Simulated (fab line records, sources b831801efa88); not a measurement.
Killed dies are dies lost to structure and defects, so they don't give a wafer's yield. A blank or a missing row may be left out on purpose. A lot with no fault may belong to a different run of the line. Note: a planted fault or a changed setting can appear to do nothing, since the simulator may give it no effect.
What tool caused it? -- flow sfq-line -- 15 lots with 42 wafers sampled at 5 steps, on a route of 325 steps

## WHAT EACH GAUGE READ, for each wafer
SFQ_M8_OVL_MEAS_948.
lot,measured,on,M8_OVL (nm)
L943,day 79 03:54,overlay-02,10 5 9
L945,day 79 13:37,overlay-01,8 0 2
L946,day 79 19:37,overlay-02,4 1 0
L947,day 80 00:26,overlay-02,-1 -2 6
L948,day 80 17:14,overlay-02,10 6 8
L949,day 81 05:22,overlay-02,7 14 10
L950,day 82 17:14,overlay-01,5 12 13
L951,day 83 01:45,overlay-02,0 3 9
L955,day 90 14:17,overlay-02,7 -3
L960,day 91 17:45,overlay-02,14 5
L961,day 91 18:57,overlay-02,-1 -1
L962,day 94 19:43,overlay-02,5 3 0
L963,day 95 00:31,overlay-02,4 -5 7
L965,day 95 08:55,overlay-02,-6 4 -4
L966,day 95 13:50,overlay-02,9 2 3

## WHICH TOOL RAN EACH LOT (tool, then ch and the chambers of the sampled wafers, then the start)
lot,SFQ_TRILAYER_JJ_CE_LITHO_PEB_117,SFQ_TRILAYER_JJ_CE_METRO_MEASURE_117,SFQ_TRILAYER_R5_STRIP_STRIP_140,SFQ_TRILAYER_I7_DEP_PECVD_183
L943,"litho-track-02 ch 0, day 59 19:35","cd-sem-01, day 59 19:56","rie-metal-02 ch 0,1, day 65 00:13","pecvd-01 ch 0,1, day 75 01:39"
L945,"litho-track-04 ch 0, day 65 00:58","cd-sem-01, day 65 01:18","rie-metal-02 ch 0, day 66 08:26","pecvd-01 ch 1,2, day 75 06:27"
L946,"litho-track-02 ch 0, day 65 06:58","cd-sem-01, day 65 07:18","rie-metal-04 ch 0,1, day 70 08:03","pecvd-04 ch 0,2, day 75 12:12"
L947,"litho-track-01 ch 0, day 65 11:53","cd-sem-01, day 65 12:14","rie-metal-03 ch 0,1, day 70 12:35","pecvd-03 ch 1,2, day 75 15:58"
L948,"litho-track-01 ch 0, day 66 01:10","cd-sem-02, day 66 02:02","rie-metal-04 ch 0,1, day 71 05:20","pecvd-04 ch 0,1,2, day 76 07:36"
L949,"litho-track-01 ch 0, day 66 09:37","cd-sem-01, day 66 09:57","rie-metal-03 ch 0,1, day 71 14:08","pecvd-01 ch 1,2, day 76 19:08"
L950,"litho-track-02 ch 0, day 68 13:31","cd-sem-02, day 68 14:12","rie-metal-02 ch 0,1, day 73 09:08","pecvd-03 ch 1,2, day 78 07:11"
L951,"litho-track-01 ch 0, day 68 15:53","cd-sem-01, day 68 16:24","rie-metal-03 ch 0,1, day 73 13:44","pecvd-04 ch 0,2, day 78 15:11"
L955,"litho-track-04 ch 0, day 69 14:19","cd-sem-01, day 69 14:39","rie-metal-03 ch 1, day 74 18:49","pecvd-03 ch 2, day 86 11:16"
L960,"litho-track-04 ch 0, day 71 05:38","cd-sem-02, day 71 05:58","rie-metal-04 ch 0,1, day 75 21:53","pecvd-03 ch 0,1, day 87 13:04"
L961,"litho-track-04 ch 0, day 71 08:03","cd-sem-01, day 71 08:34","rie-metal-04 ch 0,1, day 76 00:53","pecvd-04 ch 0,2, day 87 15:28"
L962,"litho-track-01 ch 0, day 71 09:26","cd-sem-02, day 71 09:46","rie-metal-02 ch 0,1, day 76 02:05","pecvd-03 ch 0,2, day 87 17:52"
L963,"litho-track-02 ch 0, day 71 12:53","cd-sem-01, day 71 13:34","rie-metal-04 ch 0,1, day 76 04:05","pecvd-04 ch 0,1,2, day 87 22:43"
L965,"litho-track-01 ch 0, day 71 21:14","cd-sem-01, day 71 21:34","rie-metal-02 ch 0,1, day 76 13:30","pecvd-04 ch 0,1,2, day 88 08:11"
L966,"litho-track-01 ch 0, day 71 22:27","cd-sem-02, day 71 22:58","rie-metal-04 ch 0,1, day 76 17:06","pecvd-03 ch 0,1,2, day 88 15:23"
- SFQ_TRILAYER_JJ_CE_LITHO_PEB_117: peb time 60 s.
- SFQ_TRILAYER_JJ_CE_METRO_MEASURE_117
- SFQ_TRILAYER_R5_STRIP_STRIP_140: strips in O2.
- SFQ_TRILAYER_I7_DEP_PECVD_183: deposits SiO2 from SiH4/N2O, time 111.11 s, target thk 500 nm.

## WHAT THE TOOLS THEMSELVES READ (means of the sampled wafers that have a number; where no wafer has one, the mark that the record gives instead)
SFQ_TRILAYER_JJ_CE_LITHO_PEB_117.
lot,tool,heater-power-total-W (W)
L943,litho-track-02,79.22
L945,litho-track-04,79.05
L946,litho-track-02,79.20
L947,litho-track-01,79.20
L948,litho-track-01,79.21
L949,litho-track-01,79.14
L950,litho-track-02,79.09
L951,litho-track-01,79.19
L955,litho-track-04,79.80
L960,litho-track-04,79.78
L961,litho-track-04,80.56
L962,litho-track-01,79.20
L963,litho-track-02,79.20
L965,litho-track-01,79.22
L966,litho-track-01,79.15

SFQ_TRILAYER_JJ_CE_METRO_MEASURE_117.
lot,tool,cd-nm (nm)
L943,cd-sem-01,699.5
L945,cd-sem-01,698.9
L946,cd-sem-01,701.3
L947,cd-sem-01,698.6
L948,cd-sem-02,701.9
L949,cd-sem-01,700.5
L950,cd-sem-02,699.3
L951,cd-sem-01,699.0
L955,cd-sem-01,706.3
L960,cd-sem-02,702.4
L961,cd-sem-01,708.9
L962,cd-sem-02,700.5
L963,cd-sem-01,699.7
L965,cd-sem-01,699.7
L966,cd-sem-02,701.2

SFQ_TRILAYER_R5_STRIP_STRIP_140.
lot,tool,chamber-pressure-mTorr (mTorr),drypump-motor-current-A (A),oes-product-au (a.u.)
L943,rie-metal-02,50.02,5.7,1.008
L945,rie-metal-02,50.00,5.3,1.007
L946,rie-metal-04,50.02,5.2,1.005
L947,rie-metal-03,50.04,5.7,1.005
L948,rie-metal-04,49.99,5.2,0.998
L949,rie-metal-03,50.02,5.6,1.006
L950,rie-metal-02,49.98,5.7,1.002
L951,rie-metal-03,49.99,5.7,1.018
L955,rie-metal-03,50.06,5.8,1.006
L960,rie-metal-04,50.02,5.2,1.000
L961,rie-metal-04,49.95,5.2,0.998
L962,rie-metal-02,50.00,5.7,1.002
L963,rie-metal-04,49.99,5.3,1.002
L965,rie-metal-02,49.99,6.1,1.002
L966,rie-metal-04,50.00,5.2,0.994

SFQ_TRILAYER_I7_DEP_PECVD_183.
lot,tool,heater-power-w (W),throttle-valve-pct (%)
L943,pecvd-01,96,23.6
L945,pecvd-01,98,23.2
L946,pecvd-04,100,24.0
L947,pecvd-03,81,23.9
L948,pecvd-04,100,24.7
L949,pecvd-01,99,23.3
L950,pecvd-03,81,23.8
L951,pecvd-04,101,24.3
L955,pecvd-03,72,23.6
L960,pecvd-03,98,26.6
L961,pecvd-04,106,24.6
L962,pecvd-03,81,25.4
L963,pecvd-04,95,25.2
L965,pecvd-04,95,25.0
L966,pecvd-03,87,25.6

## THE ANSWER, worked out from the rows above alone
Rule: usual is defined by the lots themselves. The widest of any qualifying gaps counts: lots, ordered by their means at a reading, are off when they make up no more than a third of the lots, leave a main group of 4 or more, and stand apart from it by 3 or more times the standard deviation of that group's means. A main group is skipped when, at the precision printed for the reading in the tables above, its means are all equal. Also off: a lot with no number at a reading for which 4 or more lots have one. All remaining lots with rows at the step are treated as sound. Order of review: gauges by route order, followed by the tools' own readings, for which a lot's mean as printed above is used. At the first step where some lot is off, the reading lying furthest off is the one used; lots without a number count as furthest.
Off, at SFQ_TRILAYER_JJ_CE_LITHO_PEB_117 on heater-power-total-W: L955, L960, L961. The main group: mean 79.17 W, standard deviation 0.052.
If a tool, at that step or one of the process steps before it, ran each lot that is off and ran no sound lot following the first of them, it fits. One fits: litho-track-04 at SFQ_TRILAYER_JJ_CE_LITHO_PEB_117. A fault onset in the window from L945 (day 65 00:58, its last sound lot) to L955 (day 69 14:19, its first lot off) fits.
The tool's own readings at SFQ_TRILAYER_JJ_CE_LITHO_PEB_117 bear it out: on the lots that are off they differ by more than 5 times the standard deviation of the sound lots' means. heater-power-total-W reads 80.05 W there against 79.17 W on the sound lots.

## WHAT THE SIMULATOR HAD PUT IN
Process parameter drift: litho-track-04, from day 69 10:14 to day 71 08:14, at SFQ_TRILAYER_JJ_CE_LITHO_PEB_117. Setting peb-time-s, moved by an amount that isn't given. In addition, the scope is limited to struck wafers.
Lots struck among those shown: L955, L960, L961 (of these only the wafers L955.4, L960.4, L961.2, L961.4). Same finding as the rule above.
